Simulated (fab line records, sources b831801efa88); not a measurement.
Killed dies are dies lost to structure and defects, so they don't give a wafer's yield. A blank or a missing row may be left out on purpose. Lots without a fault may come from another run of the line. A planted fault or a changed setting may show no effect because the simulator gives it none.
fab line records | flow sky130
record lots=6 wafers=18 last_day=51
route steps=708 shown METAL1@441 PAD_OPEN@708
lots that met no fault: from a run of the same line without faults
start_h: hours from the record's first day to the start of the lot's first wafer shown | wait_h: hours since the lot's step before | " the same as in the row above | L1.1+2: a row that stands for several wafers | - no value, or no start given | * or withheld: withheld | < > ~ a bound
route shown NAME@n: a module of which the file shows steps, and the number in the route of the first | usual: mean/standard deviation of fault-free wafers | same: alike in all rows | chamber/n: place in a boat | sites: the reading at each site | _std_site: their standard deviation | _edge_site: outer sites' mean less inner sites' | radius_mm: how far each site lies from the wafer's centre | mask NAME#n: copy n | behind: the tool/chamber that last shaped the wafer | hold: why the lot was held/for how many hours/how that ended | device: the transistor (n, p or np) that didn't switch | end of line: the same wafers' tests at the end of the route | a step without rows: its recipe alone | killed: dies lost to structure and defects at the first sort, not the wafer's yield | map: a wafer's dies, x killed, . not, _ none there
set.NAME: the setting as run; set.NAME@STEP: as run at that earlier step | model.NAME: the simulator's own value behind a step, which no gauge read
lots at some steps of the route; a table a step, a row a wafer
services: from which hour (start_h, from the record's first day; less than 0 if before it) a tool's chamber was out of use, for how many hours, and why
## steps
# step SKY_METAL1_DEHYDRATE_07
# recipe temp_c=200 time_s=60
# step SKY_METAL1_HMDS_08
# recipe prime_time_s=60 prime_temp_c=120
# step SKY_METAL1_COAT_09
# recipe resist=BARC temp_c=withheld time_s=withheld spin_rpm=3000 resist_thk_nm=60
# step SKY_METAL1_COAT_10
# recipe resist=KrF-thick spin_rpm=3000 resist_thk_nm=450
# step SKY_METAL1_SOFTBAKE_11
# recipe temp_c=100 time_s=90 resist=KrF-thick
# step SKY_METAL1_EXPOSE_12
# recipe mask_id=MM1 na=0.8 source_shape=annular sigma_inner=0.55 sigma_outer=0.85 target_cd_nm=140 dose_mj=28
# step SKY_METAL1_PEB_13
# recipe peb_temp_c=withheld peb_time_s=withheld resist=KrF-thick
# step SKY_METAL1_DEVELOP_14
# recipe develop_time_s=60 resist=KrF-thick dev_temp_c=21
# step SKY_METAL1_CD_MEAS_15
# recipe target_cd_nm=140
# usual cd_nm=140.2/1.3
# columns lot.wafer tool chamber start_h wait_h cd_nm
L734.1 cd_sem-02 - 804.98 - 141.7
L734.2 " - " " 140.0
L734.6 " - " " 138.9
L740.1 cd_sem-01 - 850.58 - 141.0
L740.5 " - " " 141.1
L740.6 " - " " 141.4
L747.1 cd_sem-01 - 911.30 - 139.0
L747.3 " - " " 138.3
L747.6 " - " " 138.2
L748.2 cd_sem-01 - 925.80 - 138.3
L748.3 " - " " 138.4
L748.5 " - " " 140.8
L750.4 cd_sem-02 - 936.84 - 138.3
L750.5 " - " " 138.7
L750.6 " - " " 139.5
L752.1 cd_sem-02 - 945.45 - 141.7
L752.2 " - " " 140.5
L752.3 " - " " 140.6
# step SKY_METAL1_OVL_MEAS_16
# usual METAL1_OVL=-6/5.5
# columns lot.wafer tool chamber start_h wait_h METAL1_OVL[nm]
L734.1 overlay-02 - 805.10 0.1 -12
L734.2 " - " " -8
L734.6 " - " " -9
L740.1 overlay-02 - 850.70 0.1 -5
L740.5 " - " " -3
L740.6 " - " " -5
L747.1 overlay-01 - 911.42 0.1 -5
L747.3 " - " " -5
L747.6 " - " " -6
L748.2 overlay-02 - 925.90 0.1 -8
L748.3 " - " " -9
L748.5 " - " " -4
L750.4 overlay-01 - 936.91 0.1 -1
L750.5 " - " " -8
L750.6 " - " " -8
L752.1 overlay-02 - 945.57 0.1 -6
L752.2 " - " " 0
L752.3 " - " " -17
# step SKY_METAL1_DESCUM_17
# recipe chemistry=O2 source_power_w=150 bias_power_w=0 pressure_mtorr=10 temp_c=40 time_s=8
# usual drypump_motor_current_A=5.4/0.44 oes_product_au=1.001/0.011
# columns lot.wafer tool chamber start_h wait_h drypump_motor_current_A oes_product_au rf_hours_counter_h
L734.1 rie_metal-03 1 805.14 0.0 5.3 0.985 1
L734.2 " 0 " " 5.4 1.028 12
L734.6 " 1 " " 5.3 0.996 -
L740.1 rie_metal-01 0 850.74 0.0 5.1 1.001 2
L740.5 " 0 " " 5.1 1.005 -
L740.6 " 0 " " 5.1 0.998 -
L747.1 rie_metal-01 1 911.46 0.0 6.1 0.992 8
L747.3 " 0 " " 5.1 1.010 -
L747.6 " 1 " " 6.1 1.006 -
L748.2 rie_metal-03 1 925.93 0.0 5.3 0.988 6
L748.3 " 1 " " 5.3 1.002 -
L748.5 " 1 " " 5.3 1.000 -
L750.4 rie_metal-03 0 936.94 0.0 5.4 1.009 -
L750.5 " 0 " " 5.4 1.006 -
L750.6 " 1 " " 5.3 0.993 -
L752.1 rie_metal-01 1 945.61 0.0 6.1 1.005 10
L752.2 " 0 " " 5.1 0.997 7
L752.3 " 1 " " 6.1 0.999 -
# step SKY_METAL1_ETCH_18
# recipe chemistry=N2/H2 target=BARC ion_energy_ev=200 bias_w=100 pressure_mtorr=30 n2_flow_sccm=100 h2_flow_sccm=200 icp_w=500 stop_on=SiO2 time_s=45.9 target_depth_a=600
# usual drypump_motor_current_A=5.4/0.44 n2_flow_sccm=100.07/0.27 oes_product_au=0.854/0.0047 throttle_valve_pct=13.223/0.0083
# columns lot.wafer tool chamber start_h wait_h drypump_motor_current_A n2_flow_sccm oes_product_au rf_hours_counter_h throttle_valve_pct
L734.1 rie_metal-03 1 805.17 0.0 5.3 100.08 0.853 1 13.233
L734.2 " 0 " " 5.4 99.66 0.853 12 13.199
L734.6 " 1 " " 5.3 100.14 0.863 - 13.220
L740.1 rie_metal-01 0 850.80 0.1 5.1 99.90 0.844 2 13.222
L740.5 " 0 " " 5.1 100.14 0.859 - 13.238
L740.6 " 0 " " 5.1 99.89 0.854 - 13.210
L747.1 rie_metal-01 1 911.49 0.0 6.1 100.29 0.853 8 13.228
L747.3 " 0 " " 5.1 100.03 0.851 - 13.225
L747.6 " 1 " " 6.2 100.51 0.847 - 13.227
L748.2 rie_metal-03 1 925.96 0.0 5.3 100.02 0.856 6 13.209
L748.3 " 1 " " 5.3 99.88 0.851 - 13.227
L748.5 " 1 " " 5.3 100.31 0.852 - 13.220
L750.4 rie_metal-03 0 936.99 0.0 5.3 100.07 0.851 - 13.221
L750.5 " 0 " " 5.4 100.00 0.853 - 13.229
L750.6 " 1 " " 5.3 100.17 0.849 - 13.218
L752.1 rie_metal-01 1 945.64 0.0 6.2 100.11 0.853 10 13.218
L752.2 " 0 " " 5.1 100.70 0.852 7 13.213
L752.3 " 1 " " 6.2 100.10 0.851 - 13.215
# step SKY_METAL1_METAL_ETCH_19
# recipe target_depth_a=3600 stop_on=SiO2 over_etch_frac=0.3 time_s=78 chemistry=Cl2/BCl3 resist_sidewall_deg=88 pressure_mtorr=10 icp_w=900 bias_w=48.5 Cl2_flow_sccm=60 bcl3_flow_sccm=30
# usual drypump_motor_current_A=5.4/0.44 oes_product_au=0.854/0.0066 throttle_valve_pct=22.265/0.009
# columns lot.wafer tool chamber start_h wait_h drypump_motor_current_A oes_product_au rf_hours_counter_h throttle_valve_pct model.KrF-thick_of_METAL1_COAT_10.thk_nm model.METAL1.cd_nm model.SiO2_of_CONTACT_HDPCVD_02.thk_nm
L734.1 rie_metal-03 1 805.23 0.0 5.3 0.857 1 22.280 162.1 140.8 325.6
L734.2 " 0 " " 5.3 0.859 12 22.271 150.1 139.4 325.8
L734.6 " 1 " " 5.3 0.861 - 22.269 162.3 138.9 327.4
L740.1 rie_metal-01 0 850.93 0.1 5.1 0.865 2 22.256 161.1 140.9 326.2
L740.5 " 0 " " 5.1 0.841 - 22.273 160.7 141.5 325.7
L740.6 " 0 " " 5.1 0.849 - 22.266 159.4 140.5 325.1
L747.1 rie_metal-01 1 911.55 0.0 6.2 0.852 8 22.277 157.2 140.6 324.9
L747.3 " 0 " " 5.1 0.847 - 22.257 155.5 136.1 325.1
L747.6 " 1 " " 6.2 0.845 - 22.255 158.4 138.7 325.5
L748.2 rie_metal-03 1 926.03 0.0 5.3 0.853 6 22.260 80.54 128.3 321.8
L748.3 " 1 " " 5.3 0.849 - 22.268 158.4 135.7 326.8
L748.5 " 1 " " 5.3 0.849 - 22.257 158.3 138.6 324.9
L750.4 rie_metal-03 0 937.06 0.1 5.4 0.853 - 22.253 152.9 138 326.3
L750.5 " 0 " " 5.4 0.862 - 22.246 153.2 137.7 325.5
L750.6 " 1 " " 5.3 0.859 - 22.268 81.95 128.7 321.7
L752.1 rie_metal-01 1 945.70 0.0 6.2 0.857 10 22.288 163 144.5 326.7
L752.2 " 0 " " 5.1 0.869 7 22.263 164.1 140.2 325.6
L752.3 " 1 " " 6.1 0.853 - 22.279 159.4 141.4 326.9
# step SKY_METAL1_STRIP_20
# recipe chemistry=O2/N2 power_w=1400 pressure_mtorr=1500 platen_temp_c=withheld o2_flow_sccm=3000 n2_flow_sccm=300 overash_fraction=0.5
# usual drypump_motor_current_A=5.2/0.33 n2_flow_sccm=300.1/0.99 o2_flow_sccm=3000/8.9 oes_product_au=0.343/0.0054 strip_time_to_endpoint_s=2.70/0.056
# columns lot.wafer tool chamber start_h wait_h drypump_motor_current_A n2_flow_sccm o2_flow_sccm oes_product_au rf_hours_counter_h strip_time_to_endpoint_s
L734.1 plasma_asher-02 0 805.32 0.1 5.1 299.7 3003 0.345 69 2.71
L734.2 " 1 " " 5.6 300.4 2988 0.342 69 2.60
L734.6 " 0 " " 5.1 300.8 2998 0.345 - 2.73
L740.1 plasma_asher-01 0 851.11 0.1 5.7 300.9 3000 0.345 104 2.71
L740.5 " 0 " " 5.7 300.0 2991 0.348 - 2.72
L740.6 " 1 " " 4.8 299.3 2986 0.347 - 2.70
L747.1 plasma_asher-02 0 911.64 0.1 5.1 299.2 2987 0.345 79 2.67
L747.3 " 1 " " 5.6 300.0 2990 0.339 - 2.65
L747.6 " 1 " " 5.6 299.4 3000 0.346 - 2.70
L748.2 plasma_asher-02 0 926.12 0.1 5.1 301.7 2999 0.304 81 1.82
L748.3 " 0 " " 5.1 300.8 2986 0.339 - 2.68
L748.5 " 0 " " 5.1 301.4 3000 0.339 - 2.68
L750.4 plasma_asher-02 1 937.15 0.1 5.6 299.9 3011 0.332 - 2.63
L750.5 " 0 " " 5.1 300.7 2995 0.340 - 2.63
L750.6 " 1 " " 5.6 300.4 3004 0.308 - 1.84
L752.1 plasma_asher-04 1 945.79 0.1 4.9 300.0 3006 0.357 50 2.73
L752.2 " 0 " " 5.2 300.0 3009 0.352 50 2.78
L752.3 " 1 " " 4.9 298.9 2984 0.343 - 2.70
# step SKY_METAL1_STRIP_21
# recipe chemistry=post_etch_residue_remover time_s=1200 temp_c=72.5
# step SKY_PAD_OPEN_PROBE_99
# usual defect_limited_yield=82.2/2.1 killed_at_M0_to_M3=44/7.4 killed_at_M4_up=3.1/1.8 killed_at_contacts=25/6 killed_at_front_end=15/4.4 killed_at_other=0.3/0.49 killed_dies=88/10 killed_open=48/7.4 killed_short=39/6.3 sort_bin_3_pad_short=0.9/0.4 sort_bin_5_function=10.5/1.5 sort_bin_6_memory=6.5/1.3 sort_n_pass=404/10 sort_yield_pct=82.2/2.1
# same gross_dies=492 killed_at_back_side=0 sort_bin_4_leakage[%]=0 sort_bin_8_speed[%]=0
# columns lot.wafer tool chamber start_h wait_h defect_limited_yield[%] killed_at_M0_to_M3 killed_at_M4_up killed_at_contacts killed_at_front_end killed_at_other killed_dies killed_open killed_short sort_bin_3_pad_short[%] sort_bin_5_function[%] sort_bin_6_memory[%] sort_n_pass sort_yield_pct[%] model.etest.met1.width_nm model.etest.met1.line_ohm_um
L734.1 prober-01 - 1111.59 0.1 80.3 40 4 33 20 0 97 53 44 1.8 12.8 5.1 395 80.3 137.6 0.9328
L734.2 prober-01 - 1111.64 0.1 81.7 47 3 24 16 0 90 49 41 0.4 10.6 7.3 402 81.7 139.3 0.9116
L734.6 prober-01 - 1111.84 0.2 82.5 35 0 32 19 0 86 51 35 0.8 11.2 5.5 406 82.5 135.2 0.9538
L740.1 prober-01 - 1144.26 0.1 80.9 52 3 24 15 0 94 49 45 0.4 11.8 6.9 398 80.9 139.2 0.9359
L740.5 prober-01 - 1144.46 0.2 81.7 49 2 23 15 1 90 53 37 0.6 11.8 5.9 402 81.7 137.2 0.9687
L740.6 prober-01 - 1144.51 0.2 83.5 38 4 24 15 0 81 45 36 1.2 10.0 5.3 411 83.5 139.1 0.9324
L747.1 prober-02 - 1188.88 0.1 82.5 44 1 27 14 0 86 58 28 0 11.6 5.9 406 82.5 142.3 0.9061
L747.3 prober-02 - 1188.98 0.2 85.2 39 0 23 11 0 73 47 26 1.0 8.9 4.9 419 85.2 135.3 0.9643
L747.6 prober-02 - 1189.13 0.2 81.3 40 3 30 19 0 92 51 41 0.8 11.4 6.5 400 81.3 143.1 0.9289
L748.2 prober-01 - 1199.21 0.1 82.5 44 4 23 15 0 86 43 42 1.4 9.3 6.7 406 82.5 129 1.003
L748.3 prober-01 - 1199.26 0.2 82.7 37 3 27 18 0 85 42 42 1.0 9.8 6.5 407 82.7 134.8 0.9657
L748.5 prober-01 - 1199.36 0.2 81.3 43 0 30 18 1 92 53 38 0.4 10.8 7.5 400 81.3 137 0.944
L750.4 prober-01 - 1207.27 0.2 84.8 31 1 25 18 0 75 40 35 0.8 11.2 3.3 417 84.8 137.6 0.9344
L750.5 prober-01 - 1207.32 0.2 82.5 48 3 19 15 1 86 49 37 0.8 13.2 3.5 406 82.5 139.7 0.902
L750.6 prober-01 - 1207.37 0.2 82.7 34 4 33 13 1 85 47 37 1.0 10.2 6.1 407 82.7 130.7 0.9806
L752.1 prober-02 - 1213.25 0.1 83.3 36 2 26 17 1 82 41 41 0.8 10.2 5.7 410 83.3 145.1 0.882
L752.2 prober-02 - 1213.30 0.1 83.9 41 4 24 8 2 79 41 38 1.2 9.1 5.7 413 83.9 140 0.9086
L752.3 prober-02 - 1213.35 0.2 86.2 31 2 15 20 0 68 35 33 0.8 6.9 6.1 424 86.2 142 0.9072
# killed by level:class
L734.1 LI_CONTACT:geometric_particle:open=11 VIA1:geometric_particle:open=11 CONTACT:geometric_particle:open=9 LOCAL_INTERCONNECT:geometric_particle:short=7 FIELD_ISO:geometric_particle:short=6 METAL2:geometric_particle:short=6 POLY_GATE:geometric_particle:short=5 VIA1:geometric_particle:short=5
L734.2 VIA1:geometric_particle:open=14 VIA2:geometric_particle:open=9 VIA1:geometric_particle:short=8 LI_CONTACT:geometric_particle:open=6 CONTACT:geometric_particle:short=6 VIA3:geometric_particle:open=6 FIELD_ISO:geometric_particle:open=5 LI_CONTACT:geometric_particle:short=5
L734.6 CONTACT:geometric_particle:open=17 VIA1:geometric_particle:open=12 FIELD_ISO:geometric_particle:short=6 LI_CONTACT:geometric_particle:open=5 LOCAL_INTERCONNECT:geometric_particle:short=5 METAL3:geometric_particle:short=5 VIA3:geometric_particle:open=5 FIELD_ISO:geometric_particle:open=4
L740.1 VIA1:geometric_particle:open=13 CONTACT:geometric_particle:open=9 METAL2:geometric_particle:short=6 VIA2:geometric_particle:open=6 VIA1:geometric_particle:short=6 POLY_GATE:geometric_particle:short=5 LI_CONTACT:geometric_particle:open=5 LOCAL_INTERCONNECT:geometric_particle:short=5
L740.5 VIA2:geometric_particle:open=13 VIA1:geometric_particle:open=12 LI_CONTACT:geometric_particle:open=9 VIA1:geometric_particle:short=6 FIELD_ISO:geometric_particle:open=5 POLY_GATE:geometric_particle:short=5 CONTACT:geometric_particle:open=5 METAL2:geometric_particle:short=5
L740.6 LI_CONTACT:geometric_particle:open=8 CONTACT:geometric_particle:open=8 VIA3:geometric_particle:open=8 METAL1:geometric_particle:short=5 METAL2:geometric_particle:short=5 FIELD_ISO:geometric_particle:open=4 POLY_GATE:geometric_particle:short=4 METAL3:geometric_particle:short=4
L747.1 VIA3:geometric_particle:open=12 CONTACT:geometric_particle:open=11 VIA1:geometric_particle:open=9 LI_CONTACT:geometric_particle:open=7 FIELD_ISO:geometric_particle:open=5 VIA1:geometric_particle:short=5 LOCAL_INTERCONNECT:geometric_particle:short=4 METAL2:geometric_particle:short=3
L747.3 CONTACT:geometric_particle:open=13 VIA1:geometric_particle:open=13 VIA2:geometric_particle:open=8 LOCAL_INTERCONNECT:geometric_particle:short=4 METAL1:geometric_particle:short=4 POLY_GATE:geometric_particle:open=3 LI_CONTACT:geometric_particle:open=3 VIA1:geometric_particle:short=3
L747.6 CONTACT:geometric_particle:open=12 VIA1:geometric_particle:open=10 METAL2:geometric_particle:short=9 LI_CONTACT:geometric_particle:open=8 VIA2:geometric_particle:open=7 FIELD_ISO:geometric_particle:short=5 LOCAL_INTERCONNECT:geometric_particle:short=5 LI_CONTACT:geometric_particle:short=4
L748.2 VIA1:geometric_particle:open=9 VIA3:geometric_particle:open=9 POLY_GATE:geometric_particle:short=6 LOCAL_INTERCONNECT:geometric_particle:short=6 VIA2:geometric_particle:short=5 VIA2:geometric_particle:open=5 LI_CONTACT:geometric_particle:open=4 CONTACT:geometric_particle:short=4
L748.3 POLY_GATE:geometric_particle:open=8 VIA2:geometric_particle:open=8 LI_CONTACT:geometric_particle:open=7 CONTACT:geometric_particle:open=7 VIA1:geometric_particle:short=6 CONTACT:geometric_particle:short=6 FIELD_ISO:geometric_particle:short=5 METAL1:geometric_particle:short=5
L748.5 CONTACT:geometric_particle:open=16 VIA1:geometric_particle:open=9 METAL1:geometric_particle:short=7 VIA2:geometric_particle:open=7 FIELD_ISO:geometric_particle:short=5 LI_CONTACT:geometric_particle:open=5 CONTACT:geometric_particle:short=5 VIA2:geometric_particle:short=5
L750.4 CONTACT:geometric_particle:open=10 FIELD_ISO:geometric_particle:open=8 CONTACT:geometric_particle:short=7 METAL3:geometric_particle:short=6 LI_CONTACT:geometric_particle:open=5 VIA1:geometric_particle:open=5 METAL1:geometric_particle:short=5 FIELD_ISO:geometric_particle:short=4
L750.5 VIA1:geometric_particle:open=10 METAL1:geometric_particle:short=7 VIA3:geometric_particle:open=7 POLY_GATE:geometric_particle:open=6 VIA2:geometric_particle:open=6 FIELD_ISO:geometric_particle:open=5 VIA2:geometric_particle:short=5 CONTACT:geometric_particle:short=5
L750.6 CONTACT:geometric_particle:open=14 LI_CONTACT:geometric_particle:open=8 METAL2:geometric_particle:short=7 VIA1:geometric_particle:short=6 VIA1:geometric_particle:open=6 VIA2:geometric_particle:open=4 METAL4:geometric_particle:short=4 FIELD_ISO:geometric_particle:open=3
L752.1 LI_CONTACT:geometric_particle:open=8 VIA2:geometric_particle:open=8 CONTACT:geometric_particle:open=7 VIA1:geometric_particle:open=7 METAL2:geometric_particle:short=6 FIELD_ISO:geometric_particle:short=5 POLY_GATE:geometric_particle:short=5 FIELD_ISO:geometric_particle:open=4
L752.2 CONTACT:geometric_particle:open=8 VIA1:geometric_particle:open=8 LI_CONTACT:geometric_particle:open=6 CONTACT:geometric_particle:short=6 VIA2:geometric_particle:open=6 METAL2:geometric_particle:short=6 VIA1:geometric_particle:short=5 VIA3:geometric_particle:open=5
L752.3 METAL2:geometric_particle:short=7 FIELD_ISO:geometric_particle:open=6 VIA2:geometric_particle:open=6 LI_CONTACT:geometric_particle:open=5 CONTACT:geometric_particle:open=5 POLY_GATE:geometric_particle:short=4 VIA1:geometric_particle:open=4 FIELD_ISO:geometric_particle:short=3
## services
# columns tool chamber start_h hours kind
rie_metal-01 0 782.01 - clean
rie_metal-01 0 782.01 13.3 scheduled_down
rie_metal-01 0 782.01 13.3 vent_cycle
rie_metal-01 1 845.90 17.6 repair
rie_metal-03 1 847.98 2.7 repair
plasma_asher-04 - 856.49 1.2 repair
rie_metal-03 - 858.47 4.3 pm
rie_metal-03 0 870.87 7.6 repair
rie_metal-01 - 920.99 2.8 pm
## key
first_sign step=SKY_METAL1_STRIP_20 reading=strip_time_to_endpoint_s direction=down sigmas=15 usual=* struck=*
effect step=SKY_METAL1_STRIP_20 reading=oes_product_au direction=down sigmas=6.9 usual=0.343 struck=0.306
model_effect step=SKY_METAL1_METAL_ETCH_19 value=KrF-thick_of_METAL1_COAT_10.thk_nm without=159 struck=81.24
model_effect step=SKY_PAD_OPEN_PROBE_99 value=etest.met1.width_nm without=139 struck=129.9
met_at SKY_METAL1_METAL_ETCH_19
struck_wafers L748.2,L750.6
onset_between 805.23 926.03
fault kind=process_parameter_drift tool=rie_metal-03 chamber=- onset_h=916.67 steps=SKY_METAL1_METAL_ETCH_19 channel=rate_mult offset=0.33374 shape=step end_h=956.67 scope=struck_wafers_only
